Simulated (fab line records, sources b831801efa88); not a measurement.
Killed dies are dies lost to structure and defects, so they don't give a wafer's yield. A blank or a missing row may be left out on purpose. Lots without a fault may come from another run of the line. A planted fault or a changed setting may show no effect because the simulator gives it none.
Which tool did it? | flow sky130 | 24 lots, 72 wafers sampled, at 5 steps of a route of 708

WHAT THE GAUGES READ, wafer by wafer
SKY_VIA1_CD_MEAS_12: target cd 150 nm. Usual: cd_nm 149.8 nm, standard deviation 1.7.
lot  | measured     | on        | cd_nm (nm)        | flag
L074 | day 33 05:41 | cd_sem-01 | 147.4 149.2 148.5 |
L075 | day 33 22:25 | cd_sem-01 | 149.3 148.9 149.7 |
L076 | day 34 12:23 | cd_sem-02 | 150.3 149.8 149.8 |
L077 | day 34 14:23 | cd_sem-01 | 151.1 150.2 149.4 |
L078 | day 34 21:53 | cd_sem-02 | 150.3 149.7 149.7 |
L079 | day 35 14:01 | cd_sem-01 | 153.1 152.1 151.4 |
L080 | day 36 06:17 | cd_sem-01 | 149.9 150.8 152.0 |
L081 | day 36 07:34 | cd_sem-02 | 148.4 147.3 146.8 |
L082 | day 36 10:47 | cd_sem-02 | 149.4 149.7 150.1 |
L083 | day 37 14:13 | cd_sem-01 | 152.2 152.4 152.4 |
L084 | day 37 19:23 | cd_sem-02 | 149.7 149.9 148.9 |
L085 | day 37 19:56 | cd_sem-01 | 150.0 151.8 151.4 |
L087 | day 38 04:20 | cd_sem-01 | 150.8 151.2 149.5 |
L086 | day 38 08:57 | cd_sem-02 | 151.2 150.5 149.4 |
L088 | day 38 09:18 | cd_sem-01 | 149.0 149.5 147.9 |
L089 | day 38 18:41 | cd_sem-02 | 148.3 148.5 147.4 |
L090 | day 39 02:20 | cd_sem-02 | 151.1 150.0 149.3 |
L091 | day 39 14:19 | cd_sem-01 | 154.2 151.5 151.9 |
L092 | day 39 20:29 | cd_sem-01 | 147.2 147.2 148.3 |
L093 | day 39 22:01 | cd_sem-01 | 152.2 151.6 150.0 |
L094 | day 40 03:17 | cd_sem-01 | 147.4 148.1 146.6 |
L095 | day 40 10:30 | cd_sem-01 | 149.0 148.7 149.8 |
L096 | day 40 18:05 | cd_sem-02 | 150.3 149.9 149.7 |
L097 | day 41 02:31 | cd_sem-02 | 147.2 148.0 146.6 |

SKY_VIA1_OVL_MEAS_13. Usual: VIA1_OVL 1 nm, standard deviation 6.
lot  | measured     | on         | VIA1_OVL (nm) | flag
L074 | day 33 05:48 | overlay-01 | 0 5 4         |
L075 | day 33 22:32 | overlay-01 | 4 5 2         |
L076 | day 34 12:30 | overlay-01 | -6 -8 -4      |
L077 | day 34 14:28 | overlay-01 | 6 2 8         |
L078 | day 34 21:58 | overlay-02 | -3 -4 -7      |
L079 | day 35 14:08 | overlay-02 | -4 -6 -13     |
L080 | day 36 06:22 | overlay-02 | 2 5 13        |
L081 | day 36 07:41 | overlay-02 | -9 -2 -4      |
L082 | day 36 10:54 | overlay-01 | -2 2 5        |
L083 | day 37 14:20 | overlay-02 | 0 -9 -7       |
L084 | day 37 19:31 | overlay-02 | 1 3 0         |
L085 | day 37 20:03 | overlay-01 | 14 8 7        |
L087 | day 38 04:25 | overlay-02 | 2 5 -1        |
L086 | day 38 09:04 | overlay-01 | 9 7 4         |
L088 | day 38 09:25 | overlay-02 | -7 2 -7       |
L089 | day 38 18:49 | overlay-02 | -6 -5 2       |
L090 | day 39 02:28 | overlay-02 | 2 8 4         |
L091 | day 39 14:24 | overlay-02 | 0 1 6         |
L092 | day 39 20:37 | overlay-02 | 4 2 3         |
L093 | day 39 22:08 | overlay-02 | -2 9 2        |
L094 | day 40 03:24 | overlay-01 | 9 14 15       |
L095 | day 40 10:37 | overlay-02 | 0 4 4         |
L096 | day 40 18:12 | overlay-01 | -2 -2 -5      |
L097 | day 41 02:38 | overlay-01 | -1 6 4        |

WHICH TOOL RAN EACH LOT (tool, then ch and the chambers of the sampled wafers, then the start)
lot  | SKY_CONTACT_SPUTTER_23       | SKY_METAL1_SPUTTER_02        | SKY_VIA1_CMP_02
L074 | pvd_sputter-03, day 30 19:34 | pvd_sputter-04, day 30 20:16 | cmp-01 ch 0,1,3, day 32 01:57
L075 | pvd_sputter-04, day 31 12:56 | pvd_sputter-02, day 31 13:38 | cmp-01 ch 1,3, day 32 19:22
L076 | pvd_sputter-03, day 32 02:50 | pvd_sputter-01, day 32 03:32 | cmp-01 ch 1,2,3, day 33 09:07
L077 | pvd_sputter-03, day 32 05:28 | pvd_sputter-04, day 32 06:10 | cmp-01 ch 0,1,2, day 33 10:35
L078 | pvd_sputter-04, day 32 13:32 | pvd_sputter-04, day 32 14:14 | cmp-01 ch 0,1, day 33 18:35
L079 | pvd_sputter-04, day 33 04:42 | pvd_sputter-01, day 33 05:24 | cmp-01 ch 1,3, day 34 10:24
L080 | pvd_sputter-03, day 33 20:44 | pvd_sputter-04, day 33 21:26 | cmp-01 ch 1,3, day 35 01:50
L081 | pvd_sputter-03, day 33 21:40 | pvd_sputter-02, day 33 22:22 | cmp-02 ch 1,3, day 35 03:38
L082 | pvd_sputter-03, day 34 00:30 | pvd_sputter-04, day 34 01:11 | cmp-02 ch 0,2,3, day 35 06:20
L083 | pvd_sputter-02, day 35 03:40 | pvd_sputter-01, day 35 04:22 | cmp-02 ch 1,2,3, day 36 09:32
L084 | pvd_sputter-03, day 35 09:07 | pvd_sputter-01, day 35 09:49 | cmp-01 ch 0,1,2, day 36 15:09
L085 | pvd_sputter-03, day 35 09:54 | pvd_sputter-04, day 35 10:36 | cmp-02 ch 0,1,3, day 36 16:22
L087 | pvd_sputter-04, day 35 18:58 | pvd_sputter-02, day 35 19:40 | cmp-02 ch 0,1, day 37 01:14
L086 | pvd_sputter-04, day 35 23:20 | pvd_sputter-02, day 36 00:16 | cmp-02 ch 0,3, day 37 06:32
L088 | pvd_sputter-04, day 36 00:44 | pvd_sputter-01, day 36 01:26 | cmp-01 ch 0,1,2, day 37 06:50
L089 | pvd_sputter-03, day 36 11:29 | pvd_sputter-01, day 36 12:11 | cmp-01 ch 0,1,2, day 37 17:05
L090 | pvd_sputter-03, day 36 19:22 | pvd_sputter-04, day 36 20:04 | cmp-02 ch 0,1,3, day 38 00:49
L091 | pvd_sputter-03, day 37 07:54 | pvd_sputter-01, day 37 08:36 | cmp-01 ch 1,2,3, day 38 12:23
L092 | pvd_sputter-02, day 37 15:32 | pvd_sputter-04, day 37 16:14 | cmp-01 ch 1,3, day 38 19:32
L093 | pvd_sputter-02, day 37 17:46 | pvd_sputter-04, day 37 18:28 | cmp-01 ch 0,1,2, day 38 21:18
L094 | pvd_sputter-03, day 37 23:26 | pvd_sputter-02, day 38 00:08 | cmp-02 ch 0,2,3, day 39 02:35
L095 | pvd_sputter-03, day 38 07:13 | pvd_sputter-02, day 38 07:55 | cmp-02 ch 0,2,3, day 39 09:23
L096 | pvd_sputter-03, day 38 14:28 | pvd_sputter-02, day 38 15:10 | cmp-02 ch 0,1, day 39 17:43
L097 | pvd_sputter-02, day 38 23:16 | pvd_sputter-04, day 38 23:58 | cmp-01 ch 1,2, day 40 02:00
- SKY_CONTACT_SPUTTER_23: material TiN, target thk 20 nm, time 80 s.
- SKY_METAL1_SPUTTER_02: material AlCu, target thk 250 nm, time 13.3 s.
- SKY_VIA1_CMP_02: polishes SiO2.

WHAT THE TOOLS THEMSELVES READ (means of the sampled wafers that have a number; where no wafer has one, the mark that the record gives instead)
SKY_CONTACT_SPUTTER_23. Usual: cathode_dc_power_W 4000.0 W, standard deviation 0.64; chamber_pressure_pa 5.000 Pa, standard deviation 0.0098; throttle_valve_pct 29.5 %, standard deviation 1.6.
lot  | tool           | cathode_dc_power_W (W) | chamber_pressure_pa (Pa) | throttle_valve_pct (%) | flag
L074 | pvd_sputter-03 | 3999.8                 | 5.003                    | 29.2                   |
L075 | pvd_sputter-04 | 4000.2                 | 4.995                    | 29.5                   |
L076 | pvd_sputter-03 | 4000.2                 | 5.015                    | 29.0                   |
L077 | pvd_sputter-03 | 3999.5                 | 5.004                    | 29.0                   |
L078 | pvd_sputter-04 | 4000.1                 | 4.998                    | 29.4                   |
L079 | pvd_sputter-04 | 3999.5                 | 4.992                    | 28.8                   |
L080 | pvd_sputter-03 | 4000.0                 | 5.003                    | 29.2                   |
L081 | pvd_sputter-03 | 3999.9                 | 4.994                    | 28.9                   |
L082 | pvd_sputter-03 | 3999.9                 | 5.007                    | 28.9                   |
L083 | pvd_sputter-02 | 4000.2                 | 5.005                    | 29.9                   |
L084 | pvd_sputter-03 | 4000.7                 | 5.008                    | 29.0                   |
L085 | pvd_sputter-03 | 3999.3                 | 4.999                    | 29.3                   |
L087 | pvd_sputter-04 | 3999.7                 | 4.996                    | 29.3                   |
L086 | pvd_sputter-04 | 4000.3                 | 4.999                    | 30.1                   |
L088 | pvd_sputter-04 | 3999.6                 | 5.004                    | 30.1                   |
L089 | pvd_sputter-03 | 3999.8                 | 5.000                    | 29.1                   |
L090 | pvd_sputter-03 | 3999.8                 | 4.998                    | 29.1                   |
L091 | pvd_sputter-03 | 3999.7                 | 4.995                    | 29.2                   |
L092 | pvd_sputter-02 | 4000.1                 | 5.005                    | 29.8                   |
L093 | pvd_sputter-02 | 4000.4                 | 5.009                    | 29.7                   |
L094 | pvd_sputter-03 | 4000.2                 | 5.002                    | 28.8                   |
L095 | pvd_sputter-03 | 4000.2                 | 4.994                    | 30.4                   |
L096 | pvd_sputter-03 | 4000.2                 | 4.999                    | 29.2                   |
L097 | pvd_sputter-02 | 4000.3                 | 4.998                    | 30.1                   |

SKY_METAL1_SPUTTER_02. Usual: cathode_dc_power_W 10600 W, standard deviation 1.8; chamber_pressure_pa 0.3999 Pa, standard deviation 0.00078; throttle_valve_pct 30.0 %, standard deviation 0.99.
lot  | tool           | cathode_dc_power_W (W) | chamber_pressure_pa (Pa) | throttle_valve_pct (%) | flag
L074 | pvd_sputter-04 | 10600                  | 0.3997                   | 29.5                   |
L075 | pvd_sputter-02 | 10600                  | 0.3987                   | 30.3                   |
L076 | pvd_sputter-01 | 10599                  | 0.3996                   | 30.1                   |
L077 | pvd_sputter-04 | 10601                  | 0.4001                   | 29.4                   |
L078 | pvd_sputter-04 | 10601                  | 0.3999                   | 29.3                   |
L079 | pvd_sputter-01 | 10600                  | 0.3992                   | 30.4                   |
L080 | pvd_sputter-04 | 10599                  | 0.4000                   | 29.6                   |
L081 | pvd_sputter-02 | 10600                  | 0.3998                   | 30.7                   |
L082 | pvd_sputter-04 | 10599                  | 0.4001                   | 30.2                   |
L083 | pvd_sputter-01 | 10601                  | 0.3999                   | 30.0                   |
L084 | pvd_sputter-01 | 10600                  | 0.4002                   | 30.1                   |
L085 | pvd_sputter-04 | 10600                  | 0.4001                   | 30.1                   |
L087 | pvd_sputter-02 | 10599                  | 0.4001                   | 30.5                   |
L086 | pvd_sputter-02 | 10600                  | 0.4003                   | 29.6                   |
L088 | pvd_sputter-01 | 10601                  | 0.3999                   | 30.1                   |
L089 | pvd_sputter-01 | 10600                  | 0.3996                   | 29.9                   |
L090 | pvd_sputter-04 | 10601                  | 0.3995                   | 29.6                   |
L091 | pvd_sputter-01 | 10600                  | 0.4001                   | 30.6                   |
L092 | pvd_sputter-04 | 10599                  | 0.4003                   | 28.6                   |
L093 | pvd_sputter-04 | 10601                  | 0.4008                   | 30.0                   |
L094 | pvd_sputter-02 | 10599                  | 0.4002                   | 30.2                   |
L095 | pvd_sputter-02 | 10601                  | 0.4001                   | 30.3                   |
L096 | pvd_sputter-02 | 10601                  | 0.3998                   | 29.8                   |
L097 | pvd_sputter-04 | 10601                  | 0.3997                   | 30.4                   |

SKY_VIA1_CMP_02. Usual: head_pressure_psi 4.000 psi, standard deviation 0.0084; motor_current_A 12.6 A, standard deviation 1.3.
lot  | tool   | head_pressure_psi (psi) | motor_current_A (A) | flag
L074 | cmp-01 | 3.994                   | 12.0                |
L075 | cmp-01 | 4.007                   | 12.7                |
L076 | cmp-01 | 4.000                   | 12.9                |
L077 | cmp-01 | 4.004                   | 12.2                |
L078 | cmp-01 | 3.998                   | 11.6                |
L079 | cmp-01 | 3.999                   | 12.2                |
L080 | cmp-01 | 3.999                   | 12.8                |
L081 | cmp-02 | 4.007                   | 13.5                |
L082 | cmp-02 | 4.001                   | 13.2                |
L083 | cmp-02 | 4.000                   | 12.6                |
L084 | cmp-01 | 4.000                   | 12.7                |
L085 | cmp-02 | 3.996                   | 12.3                |
L087 | cmp-02 | 3.998                   | 11.7                |
L086 | cmp-02 | 4.006                   | 13.4                |
L088 | cmp-01 | 4.001                   | 12.5                |
L089 | cmp-01 | 4.001                   | 12.4                |
L090 | cmp-02 | 4.007                   | 12.7                |
L091 | cmp-01 | 4.003                   | 13.2                |
L092 | cmp-01 | 3.997                   | 11.8                |
L093 | cmp-01 | 3.995                   | 12.8                |
L094 | cmp-02 | 4.003                   | 13.0                |
L095 | cmp-02 | 4.002                   | 13.1                |
L096 | cmp-02 | 3.989                   | 12.1                |
L097 | cmp-01 | 4.005                   | 12.8                |

THE ANSWER, worked out from the rows above alone
Rule: a lot is off if the mean of its wafers that have a number lies more than 3 standard deviations from the usual mean. A lot without any number at a reading at which 4 lots or more have one is off too. The other lots that the step has rows for count as sound. The gauges are gone through in route order, then the tools' own readings, and for those a lot's mean is taken as printed above. The first step at which some lot is off is used, and at that step the reading that is off furthest; a lot without a number counts as furthest.
No lot is off at any reading shown: from this, nothing can be told.

WHAT THE SIMULATOR HAD PUT IN
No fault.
